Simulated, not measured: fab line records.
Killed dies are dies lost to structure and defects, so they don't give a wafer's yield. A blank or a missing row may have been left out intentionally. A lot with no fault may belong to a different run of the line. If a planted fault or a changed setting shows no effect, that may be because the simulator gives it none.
Comparing a struck lot with a sound one :: flow sky130 :: 25 out of 708 route steps
Sound: wafers L468.1, L468.3, L468.4. Struck: wafer L474.5. (L474.3, L474.4 of the same lot were not struck and are left out.) The cause comes at the end.
Each step with rows lists, per side, the tool, then ch with its chambers, then its first start. Under that, the readings that differ: sound wafers :: struck wafers :: difference of the means :: sigmas: that difference in standard deviations of wafers without a fault.
alike: same words and numbers on both sides, and readings whose means sit less than 2 such deviations apart. not compared: any withheld reading, any reading some wafer has no value for, any bound like >300 that may hide the same value, and any number with overlapping values for which the record gives no deviation.
The two part at a step that has a row with sigmas, a row that says differs or no value, or rows on one side only. Numbers that don't overlap but have no deviation are shown without sigmas and don't part them. A reading missing from all wafers of one side parts the sides only when that side holds two or more wafers.

first, 2 steps without rows for these wafers: SKY_RES_PROTECT_DEVELOP_06 (develop time 60 s); SKY_POLY_GATE_IMPLANT_02.
SKY_RES_PROTECT_STRIP_07: strips in O2/N2.
  sound on plasma-asher-04 ch 0,1, day 16 03:29; struck on plasma-asher-01 ch 0, day 18 10:19
  alike: drypump-motor-current-A, oes-product-au, strip-time-to-endpoint-s
  not compared: rf-hours-counter-h
SKY_RES_PROTECT_TW_MEAS_08:
  sound: film-metro-02 at day 16 03:35; struck: film-metro-01 at day 18 10:23
  alike: POLY_GATE_TW
then, 2 steps without rows for these wafers: SKY_RES_PROTECT_CLEAN_09 (cleans in SC1/SC2, time 150 s); SKY_POLY_GATE_CVD_03 (deposits Si3N4 from DCS/NH3, target thk 75 nm, time 1290 s).
SKY_POLY_GATE_THK_MEAS_04:
  sound: film-metro-04 at day 16 06:20; struck: film-metro-03 at day 18 13:10
  alike: POLY_GATE_CVD_03_THK
then, 5 steps without rows for these wafers: SKY_POLY_GATE_DEHYDRATE_05 (time 60 s); SKY_POLY_GATE_HMDS_06 (prime time 60 s); SKY_POLY_GATE_COAT_07 (resist thk 110 nm); SKY_POLY_GATE_COAT_08 (resist thk 450 nm); SKY_POLY_GATE_SOFTBAKE_09 (time 90 s).
SKY_POLY_GATE_EXPOSE_10: exposes mask P1M, target cd 150 nm.
  sound on krf-scanner-02 ch 0, day 16 21:08; struck on krf-scanner-02 ch 0, day 19 04:32
  alike: mask, reticle-temp-C
then, 2 steps without rows for these wafers: SKY_POLY_GATE_PEB_11; SKY_POLY_GATE_DEVELOP_12 (develop time 60 s).
SKY_POLY_GATE_CD_MEAS_13: the cd target is 150 nm.
  sound: cd-sem-01 at day 17 11:35; struck: cd-sem-02 at day 19 19:46
reading: cd-nm (nm)
sound: 151.3 150.5 150.6
struck: 98.3
difference: -52.5
sigmas: -40
  not compared: hold
SKY_POLY_GATE_OVL_MEAS_14:
  sound: overlay-01 at day 17 11:42; struck: overlay-02 at day 19 22:04
reading: hold
sound: - - -
struck: await-dispo/2.2h/release
difference: no value on the sound wafers
sigmas: 
  alike: POLY_GATE_OVL
SKY_POLY_GATE_ETCH_15: etches BARC in N2/H2, stops on SiO2, time 118.5 s, target depth 110 nm.
  sound on rie-diel-01 ch 0,1,3, day 17 11:44; struck on rie-diel-02 ch 2, day 19 22:05
reading: model.POLY_GATE.cd-nm (nm)
sound: 152.9 150.2 152.8
struck: 97.74
difference: -54.23
sigmas: 
  alike: drypump-motor-current-A, oes-product-au, throttle-valve-pct
  not compared: rf-hours-counter-h
SKY_POLY_GATE_ETCH_16: etches Si3N4 in CH3F/O2, stops on poly-Si, time 147.5 s, target depth 75 nm.
  sound on rie-diel-01 ch 0,1,3, day 17 11:49; struck on rie-diel-02 ch 2, day 19 22:10
  alike: drypump-motor-current-A, oes-product-au, throttle-valve-pct
  not compared: rf-hours-counter-h
SKY_POLY_GATE_ETCH_17: etches poly-Si in HBr/Cl2, stops on SiO2, target depth 180 nm, time 70.5 s.
  sound on rie-si-02 ch 1,3, day 17 11:55; struck on rie-si-02 ch 0, day 19 22:16
reading: model.POLY_GATE.cd-nm (nm)
sound: 153.5 150.3 154.2
struck: 97.14
difference: -55.53
sigmas: 
  alike: drypump-motor-current-A, oes-product-au, throttle-valve-pct
  not compared: rf-hours-counter-h
SKY_POLY_GATE_STRIP_18: strips in O2/N2.
  sound on plasma-asher-03 ch 0,1, day 17 11:59; struck on plasma-asher-03 ch 0, day 19 22:22
  alike: drypump-motor-current-A, oes-product-au, strip-time-to-endpoint-s
  not compared: rf-hours-counter-h
then, 2 steps without rows for these wafers: SKY_POLY_GATE_CLEAN_19 (cleans in SC1/SC2, time 150 s); SKY_POLY_GATE_OXIDATION_20 (stabilise 600 s, purge 300 s, target thk 4 nm).
SKY_POLY_GATE_CD_MEAS_22:
  sound: cd-sem-01 at day 17 14:31; struck: cd-sem-02 at day 20 00:19
reading: cd-nm (nm)
sound: 153.4 150.0 154.1
struck: 97.5
difference: -55.0
sigmas: -31
  not compared: hold
-- a jump in the record: the struck wafers' starts before and after are 28 days apart (it breaks off in module POLY_GATE and resumes in module PAD_OPEN, where the first step shown is number 708 of the route) --
SKY_PAD_OPEN_PROBE_99:
  record: rows for the struck wafers here (prober-02, day 47 22:00), none for the sound ones

== WHERE THEY PART ==
Last at SKY_PAD_OPEN_PROBE_99 as far as this record goes, first at SKY_POLY_GATE_CD_MEAS_13.

WHY: whatever the simulator had introduced
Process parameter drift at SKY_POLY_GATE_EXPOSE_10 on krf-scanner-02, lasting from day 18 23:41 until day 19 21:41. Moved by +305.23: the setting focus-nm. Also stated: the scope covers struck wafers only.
